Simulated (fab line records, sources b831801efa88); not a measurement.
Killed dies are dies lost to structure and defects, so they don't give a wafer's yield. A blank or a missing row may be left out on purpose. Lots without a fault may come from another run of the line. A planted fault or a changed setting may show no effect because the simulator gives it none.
Chamber matching | flow gf180mcu | GF_M5_ETCH_09 on rie_diel-02: 4 sister chambers
The step etches Si3N4 in CF4/O2, target depth 52 nm, time 11.6 s. 4 wafers are shown with their chamber, then 12 later ones without.

WAFERS WITH THEIR CHAMBER
wafer  | chamber | drypump_motor_current_A (A)
L087.1 | 3       | 5.2
L088.2 | 0       | 6.1
L088.3 | 2       | 5.7
L088.5 | 1       | 6.3

WAFERS WITHOUT THEIR CHAMBER
wafer  | drypump_motor_current_A (A)
L092.2 | 6.0
L092.3 | 5.3
L092.5 | 6.3
L093.1 | 5.7
L093.5 | 6.1
L093.6 | 5.3
L094.1 | 6.1
L094.3 | 6.3
L094.5 | 5.3
L097.3 | 6.0
L097.5 | 5.6
L097.6 | 5.3

WHICH CHAMBER EACH WENT THROUGH
wafer  | from the rows above | in truth
L092.2 | 0                   | 0
L092.3 | 3                   | 3
L092.5 | 1                   | 1
L093.1 | 2                   | 2
L093.5 | 0                   | 0
L093.6 | 3                   | 3
L094.1 | 0                   | 0
L094.3 | 1                   | 1
L094.5 | 3                   | 3
L097.3 | 0                   | 0
L097.5 | 2                   | 2
L097.6 | 3                   | 3
Placed correctly: 12 of 12. Can't be placed from these rows: 0. Placed wrongly: 0.
How it was worked out, from the rows above alone: a wafer's distance from a chamber is the root of the sum, over the readings, of the square of ((its reading less the chamber's mean) divided by the reading's scatter). The wafer belongs to the nearest chamber; if the next one is less than 2 further off, it can't be placed. A chamber's mean is the mean of its shown wafers. The scatter: with one shown wafer a chamber, the root of the mean of the squares of how far each hidden wafer lies from its nearest shown one.
